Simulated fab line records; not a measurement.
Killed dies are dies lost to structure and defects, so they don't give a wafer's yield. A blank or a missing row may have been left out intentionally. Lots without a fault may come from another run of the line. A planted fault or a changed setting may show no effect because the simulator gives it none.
fab line records ; flow sky130
record: lots: 11; wafers: 33; lastDay: 51
route steps=708 shown METAL1@440 VIA1@479 METAL2@484
lots that met no fault: taken from a fault-free run of the same line
startH: hours from the record's opening day to when the first of the lot's shown wafers began ; waitH: hours from the lot's prior step to this one ; " the same as in the row above ; L1.1+2: a single row standing in for several wafers ; - no value, or no start was given ; * or withheld: withheld ; < > ~ a bound
route shown NAME@n: a module of which the file shows steps, and the number in the route of the first ; usual: mean/standard deviation of fault-free wafers ; same: alike in all rows ; chamber/n: place in a boat ; sites: per-site readings ; _std_site: how widely they spread, as a standard deviation ; _edge_site: outer sites' mean less inner sites' ; radiusMm: for every site, how far away it sits from the centre of the wafer ; mask NAME#n: copy n ; behind: the last tool/chamber to shape the wafer ; hold: what put the lot on hold/how long, in hours/how the hold closed ; device: transistor that didn't switch, given as n, p or np ; end of line: tests of these same wafers at the route's end ; for a step that has no rows: nothing shown but its recipe ; killed: dies lost to structure and defects at the first sort, not the wafer's yield ; map: a wafer's dies, x killed, . not, _ none there
set.NAME: the setting the step ran with; set.NAME@STEP: the setting that earlier step ran with ; model.NAME: the simulator's own value behind a step, which no gauge read
steps of the route over a sample of lots; a table a step, a row a wafer
services: when a tool's chamber went out of use (startH, in hours from the record's first day, below 0 if earlier), for how many hours, and the reason
== steps ==
step: SKY_METAL1_THK_MEAS_06
recipe: thkMeasGauge: xrf; reads: AlCu_of_METAL1_SPUTTER_02
usual: METAL1_ALCU_THK: 251.5/2.8
lot.wafer;tool;chamber;startH;waitH;METAL1_ALCU_THK[nm]
L904.2;filmMetro-04;-;756.04;0.1;252.2
L904.3;filmMetro-04;-;756.04;0.1;245.0
L904.4;filmMetro-04;-;756.04;0.1;247.1
L905.3;filmMetro-04;-;763.12;0.1;248.9
L905.5;filmMetro-04;-;763.12;0.1;250.3
L905.6;filmMetro-04;-;763.12;0.1;249.6
L910.4;filmMetro-04;-;803.46;0.1;248.7
L910.5;filmMetro-04;-;803.46;0.1;248.2
L910.6;filmMetro-04;-;803.46;0.1;248.8
L915.1;filmMetro-03;-;846.53;0.1;251.0
L915.4;filmMetro-03;-;846.53;0.1;249.7
L915.6;filmMetro-03;-;846.53;0.1;254.1
L916.1;filmMetro-03;-;848.76;0.1;252.3
L916.2;filmMetro-03;-;848.76;0.1;252.9
L916.5;filmMetro-03;-;848.76;0.1;255.4
L917.2;filmMetro-04;-;862.92;0.1;250.8
L917.4;filmMetro-04;-;862.92;0.1;251.1
L917.5;filmMetro-04;-;862.92;0.1;250.4
L919.2;filmMetro-03;-;870.58;0.1;248.9
L919.3;filmMetro-03;-;870.58;0.1;249.7
L919.6;filmMetro-03;-;870.58;0.1;251.9
L922.3;filmMetro-03;-;898.78;0.1;258.3
L922.5;filmMetro-03;-;898.78;0.1;250.0
L922.6;filmMetro-03;-;898.78;0.1;256.2
L924.1;filmMetro-02;-;904.20;0.1;246.6
L924.4;filmMetro-02;-;904.20;0.1;250.5
L924.6;filmMetro-02;-;904.20;0.1;254.9
L926.1;filmMetro-03;-;921.36;0.1;255.5
L926.3;filmMetro-03;-;921.36;0.1;252.2
L926.5;filmMetro-03;-;921.36;0.1;251.4
L927.2;filmMetro-04;-;929.82;0.1;248.9
L927.4;filmMetro-04;-;929.82;0.1;254.6
L927.6;filmMetro-04;-;929.82;0.1;248.4
step: SKY_VIA1_CVD_21
recipe: material: W; targetThkNm: 270; timeS: 80.902; tempC: 400; pressureTorr: 40
usual: chamberPressureTorr: 40.00/0.086; heaterPowerW: 877/91
lot.wafer;tool;chamber;startH;waitH;chamberPressureTorr;heaterPowerW
L904.2;cvdW-02;1;813.66;0.0;39.93;926
L904.3;cvdW-02;0;813.66;0.0;40.04;784
L904.4;cvdW-02;1;813.66;0.0;40.03;925
L905.3;cvdW-02;0;820.81;0.1;39.93;783
L905.5;cvdW-02;1;820.81;0.1;40.03;929
L905.6;cvdW-02;0;820.81;0.1;40.04;801
L910.4;cvdW-02;0;859.35;0.1;40.07;819
L910.5;cvdW-02;0;859.35;0.1;39.90;790
L910.6;cvdW-02;1;859.35;0.1;39.86;912
L915.1;cvdW-02;1;901.49;0.0;44.05;946
L915.4;cvdW-02;0;901.49;0.0;43.84;806
L915.6;cvdW-02;0;901.49;0.0;43.93;820
L916.1;cvdW-02;0;903.72;0.0;43.71;811
L916.2;cvdW-02;1;903.72;0.0;43.93;940
L916.5;cvdW-02;0;903.72;0.0;43.90;806
L917.2;cvdW-01;0;916.55;0.0;39.91;793
L917.4;cvdW-01;0;916.55;0.0;39.74;769
L917.5;cvdW-01;1;916.55;0.0;39.82;984
L919.2;cvdW-01;0;925.82;0.0;40.01;798
L919.3;cvdW-01;0;925.82;0.0;40.16;788
L919.6;cvdW-01;1;925.82;0.0;39.88;986
L922.3;cvdW-01;1;952.20;0.1;40.18;1024
L922.5;cvdW-01;0;952.20;0.1;39.99;811
L922.6;cvdW-01;1;952.20;0.1;40.09;1004
L924.1;cvdW-01;1;956.42;0.0;40.02;1005
L924.4;cvdW-01;1;956.42;0.0;39.89;1005
L924.6;cvdW-01;0;956.42;0.0;40.09;796
L926.1;cvdW-01;1;973.54;0.0;39.84;990
L926.3;cvdW-01;1;973.54;0.0;40.03;1006
L926.5;cvdW-01;0;973.54;0.0;39.88;796
L927.2;cvdW-02;0;981.71;0.0;40.04;776
L927.4;cvdW-02;0;981.71;0.0;39.88;761
L927.6;cvdW-02;1;981.71;0.0;40.04;917
step: SKY_VIA1_RS_MEAS_22
recipe: thkMeasGauge: four-point-probe; reads: W_of_VIA1_CVD_21+TiN_of_VIA1_SPUTTER_20
usual: VIA1_W_RS: 0.424/0.0049
lot.wafer;tool;chamber;startH;waitH;VIA1_W_RS[ohm/sq]
L904.2;filmMetro-04;-;813.77;0.1;0.424
L904.3;filmMetro-04;-;813.77;0.1;0.420
L904.4;filmMetro-04;-;813.77;0.1;0.426
L905.3;filmMetro-01;-;820.91;0.1;0.418
L905.5;filmMetro-01;-;820.91;0.1;0.423
L905.6;filmMetro-01;-;820.91;0.1;0.419
L910.4;filmMetro-01;-;859.47;0.1;0.419
L910.5;filmMetro-01;-;859.47;0.1;0.415
L910.6;filmMetro-01;-;859.47;0.1;0.423
L915.1;filmMetro-04;-;901.59;0.1;0.406
L915.4;filmMetro-04;-;901.59;0.1;0.399
L915.6;filmMetro-04;-;901.59;0.1;0.404
L916.1;filmMetro-03;-;903.81;0.1;0.399
L916.2;filmMetro-03;-;903.81;0.1;0.403
L916.5;filmMetro-03;-;903.81;0.1;0.400
L917.2;filmMetro-03;-;916.66;0.1;0.423
L917.4;filmMetro-03;-;916.66;0.1;0.425
L917.5;filmMetro-03;-;916.66;0.1;0.429
L919.2;filmMetro-04;-;925.94;0.1;0.427
L919.3;filmMetro-04;-;925.94;0.1;0.425
L919.6;filmMetro-04;-;925.94;0.1;0.433
L922.3;filmMetro-04;-;952.31;0.1;0.423
L922.5;filmMetro-04;-;952.31;0.1;0.419
L922.6;filmMetro-04;-;952.31;0.1;0.420
L924.1;filmMetro-01;-;956.51;0.1;0.421
L924.4;filmMetro-01;-;956.51;0.1;0.417
L924.6;filmMetro-01;-;956.51;0.1;0.418
L926.1;filmMetro-01;-;973.63;0.1;0.432
L926.3;filmMetro-01;-;973.63;0.1;0.432
L926.5;filmMetro-01;-;973.63;0.1;0.424
L927.2;filmMetro-01;-;981.82;0.1;0.432
L927.4;filmMetro-01;-;981.82;0.1;0.430
L927.6;filmMetro-01;-;981.82;0.1;0.435
step: SKY_VIA1_THK_MEAS_23
recipe: thkMeasGauge: xrf; reads: W_of_VIA1_CVD_21
usual: VIA1_W_THK: 275/3.3
lot.wafer;tool;chamber;startH;waitH;VIA1_W_THK[nm]
L904.2;filmMetro-04;-;813.88;0.1;273
L904.3;filmMetro-04;-;813.88;0.1;274
L904.4;filmMetro-04;-;813.88;0.1;269
L905.3;filmMetro-01;-;821.01;0.1;279
L905.5;filmMetro-01;-;821.01;0.1;276
L905.6;filmMetro-01;-;821.01;0.1;279
L910.4;filmMetro-01;-;859.56;0.1;278
L910.5;filmMetro-01;-;859.56;0.1;283
L910.6;filmMetro-01;-;859.56;0.1;277
L915.1;filmMetro-04;-;901.71;0.1;286
L915.4;filmMetro-04;-;901.71;0.1;290
L915.6;filmMetro-04;-;901.71;0.1;288
L916.1;filmMetro-03;-;903.93;0.1;287
L916.2;filmMetro-03;-;903.93;0.1;286
L916.5;filmMetro-03;-;903.93;0.1;289
L917.2;filmMetro-03;-;916.77;0.1;276
L917.4;filmMetro-03;-;916.77;0.1;274
L917.5;filmMetro-03;-;916.77;0.1;272
L919.2;filmMetro-04;-;926.05;0.1;271
L919.3;filmMetro-04;-;926.05;0.1;272
L919.6;filmMetro-04;-;926.05;0.1;268
L922.3;filmMetro-04;-;952.41;0.1;274
L922.5;filmMetro-04;-;952.41;0.1;275
L922.6;filmMetro-04;-;952.41;0.1;278
L924.1;filmMetro-01;-;956.63;0.1;276
L924.4;filmMetro-01;-;956.63;0.1;278
L924.6;filmMetro-01;-;956.63;0.1;278
L926.1;filmMetro-01;-;973.75;0.1;273
L926.3;filmMetro-01;-;973.75;0.1;272
L926.5;filmMetro-01;-;973.75;0.1;276
L927.2;filmMetro-01;-;981.93;0.1;273
L927.4;filmMetro-01;-;981.93;0.1;273
L927.6;filmMetro-01;-;981.93;0.1;270
step: SKY_METAL2_SPUTTER_01
recipe: material: TiN; targetThkNm: 20; powerW: 6500; timeS: 16.7; chamberPressurePa: 0.4
usual: chamberPressurePa: 0.4001/0.00081; throttleValvePct: 29.8/1.4
lot.wafer;tool;chamber;startH;waitH;chamberPressurePa;throttleValvePct
L904.2;pvdSputter-02;-;814.25;0.0;0.4024;28.7
L904.3;pvdSputter-02;-;814.25;0.0;0.4008;29.2
L904.4;pvdSputter-02;-;814.25;0.0;0.4004;31.4
L905.3;pvdSputter-02;-;821.37;0.0;0.3993;31.3
L905.5;pvdSputter-02;-;821.37;0.0;0.3994;28.4
L905.6;pvdSputter-02;-;821.37;0.0;0.3987;31.4
L910.4;pvdSputter-01;-;859.91;0.0;0.3998;30.6
L910.5;pvdSputter-01;-;859.91;0.0;0.4000;31.5
L910.6;pvdSputter-01;-;859.91;0.0;0.4024;29.5
L915.1;pvdSputter-03;-;902.09;0.0;0.3998;28.9
L915.4;pvdSputter-03;-;902.09;0.0;0.4013;29.7
L915.6;pvdSputter-03;-;902.09;0.0;0.3997;31.3
L916.1;pvdSputter-01;-;904.31;0.0;0.3989;29.5
L916.2;pvdSputter-01;-;904.31;0.0;0.4006;30.9
L916.5;pvdSputter-01;-;904.31;0.0;0.4008;30.6
L917.2;pvdSputter-01;-;917.14;0.0;0.3988;31.4
L917.4;pvdSputter-01;-;917.14;0.0;0.4009;28.7
L917.5;pvdSputter-01;-;917.14;0.0;0.3998;30.6
L919.2;pvdSputter-01;-;926.42;0.0;0.4007;29.5
L919.3;pvdSputter-01;-;926.42;0.0;0.3999;31.4
L919.6;pvdSputter-01;-;926.42;0.0;0.3995;31.2
L922.3;pvdSputter-02;-;952.77;0.0;0.3999;29.2
L922.5;pvdSputter-02;-;952.77;0.0;0.4008;29.3
L922.6;pvdSputter-02;-;952.77;0.0;0.3990;28.7
L924.1;pvdSputter-03;-;957.01;0.0;0.4002;27.7
L924.4;pvdSputter-03;-;957.01;0.0;0.3991;31.2
L924.6;pvdSputter-03;-;957.01;0.0;0.4003;27.5
L926.1;pvdSputter-01;-;974.13;0.0;0.3996;30.7
L926.3;pvdSputter-01;-;974.13;0.0;0.3997;28.9
L926.5;pvdSputter-01;-;974.13;0.0;0.3993;31.3
L927.2;pvdSputter-02;-;982.30;0.0;0.3996;31.9
L927.4;pvdSputter-02;-;982.30;0.0;0.4009;29.2
L927.6;pvdSputter-02;-;982.30;0.0;0.4002;28.6
step: SKY_METAL2_SPUTTER_02
recipe: material: AlCu; targetThkNm: 250; powerW: 10600; timeS: 13.3; chamberPressurePa: 0.4
usual: chamberPressurePa: 0.4000/0.00084; throttleValvePct: 29.8/1.4
lot.wafer;tool;chamber;startH;waitH;chamberPressurePa;throttleValvePct
L904.2;pvdSputter-02;-;814.28;0.0;0.3999;28.5
L904.3;pvdSputter-02;-;814.28;0.0;0.3987;29.3
L904.4;pvdSputter-02;-;814.28;0.0;0.4014;31.4
L905.3;pvdSputter-02;-;821.40;0.0;0.4013;31.2
L905.5;pvdSputter-02;-;821.40;0.0;0.3995;28.7
L905.6;pvdSputter-02;-;821.40;0.0;0.4012;31.0
L910.4;pvdSputter-01;-;859.94;0.0;0.4023;30.7
L910.5;pvdSputter-01;-;859.94;0.0;0.3983;31.5
L910.6;pvdSputter-01;-;859.94;0.0;0.3991;29.4
L915.1;pvdSputter-03;-;902.12;0.0;0.3992;28.5
L915.4;pvdSputter-03;-;902.12;0.0;0.4011;29.6
L915.6;pvdSputter-03;-;902.12;0.0;0.4011;31.0
L916.1;pvdSputter-01;-;904.34;0.0;0.4006;29.7
L916.2;pvdSputter-01;-;904.34;0.0;0.4005;30.7
L916.5;pvdSputter-01;-;904.34;0.0;0.4009;30.7
L917.2;pvdSputter-01;-;917.17;0.0;0.3997;31.6
L917.4;pvdSputter-01;-;917.17;0.0;0.4005;28.8
L917.5;pvdSputter-01;-;917.17;0.0;0.4005;30.7
L919.2;pvdSputter-01;-;926.44;0.0;0.3978;29.4
L919.3;pvdSputter-01;-;926.44;0.0;0.4005;31.4
L919.6;pvdSputter-01;-;926.44;0.0;0.3995;31.4
L922.3;pvdSputter-02;-;952.79;0.0;0.3997;29.4
L922.5;pvdSputter-02;-;952.79;0.0;0.4006;29.4
L922.6;pvdSputter-02;-;952.79;0.0;0.3991;28.3
L924.1;pvdSputter-03;-;957.04;0.0;0.4000;27.3
L924.4;pvdSputter-03;-;957.04;0.0;0.3987;31.5
L924.6;pvdSputter-03;-;957.04;0.0;0.4003;27.5
L926.1;pvdSputter-01;-;974.16;0.0;0.4002;30.7
L926.3;pvdSputter-01;-;974.16;0.0;0.4003;28.5
L926.5;pvdSputter-01;-;974.16;0.0;0.3995;31.3
L927.2;pvdSputter-02;-;982.33;0.0;0.4002;32.1
L927.4;pvdSputter-02;-;982.33;0.0;0.3988;29.2
L927.6;pvdSputter-02;-;982.33;0.0;0.4011;28.4
== services ==
tool;chamber;startH;hours;kind
cvdW-01;-;791.44;4.3;pm
cvdW-02;0;798.10;14.6;repair
pvdSputter-03;0;842.48;-;consumableReplace:kit
pvdSputter-03;0;842.48;18.0;scheduledDown
pvdSputter-03;0;842.48;18.0;ventCycle
cvdW-01;-;846.53;6.9;pm
pvdSputter-01;-;884.63;2.1;repair
cvdW-02;0;893.38;3.8;repair
pvdSputter-02;3;894.32;-;consumableReplace:kit
pvdSputter-02;3;894.32;18.0;scheduledDown
pvdSputter-02;3;894.32;18.0;ventCycle
pvdSputter-02;-;900.67;3.4;repair
cvdW-02;-;904.00;14.0;pm
cvdW-02;0;904.00;14.0;ventCycle
cvdW-02;1;904.00;14.0;ventCycle
cvdW-02;-;916.58;0.3;repair
cvdW-02;0;918.00;-;clean
cvdW-02;1;918.00;-;clean
pvdSputter-02;-;920.23;5.1;repair
pvdSputter-01;-;921.25;1.0;repair
cvdW-02;-;947.59;6.0;pm
== key ==
firstSign: step: SKY_VIA1_CVD_21; reading: chamberPressureTorr; direction: up; sigmas: 45; usual: 40.00; struck: 43.89
effect: step: SKY_VIA1_RS_MEAS_22; reading: VIA1_W_RS; direction: down; sigmas: 4.5; usual: 0.424; struck: 0.402
effect: step: SKY_VIA1_THK_MEAS_23; reading: VIA1_W_THK; direction: up; sigmas: 3.9; usual: 275; struck: 288
metAt SKY_VIA1_CVD_21
struckLots L915,L916
notActingAt SKY_METAL1_THK_MEAS_06,SKY_METAL2_SPUTTER_01,SKY_METAL2_SPUTTER_02
onsetBetween 859.35 901.49
fault: kind: processParameterDrift; tool: cvdW-02; chamber: -; onsetH: 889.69; steps: SKY_VIA1_CVD_21; channel: pressureTorr; offset: 3.9327; shape: step; endH: 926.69; actsIn: theseRecipesOnly; stated: 40
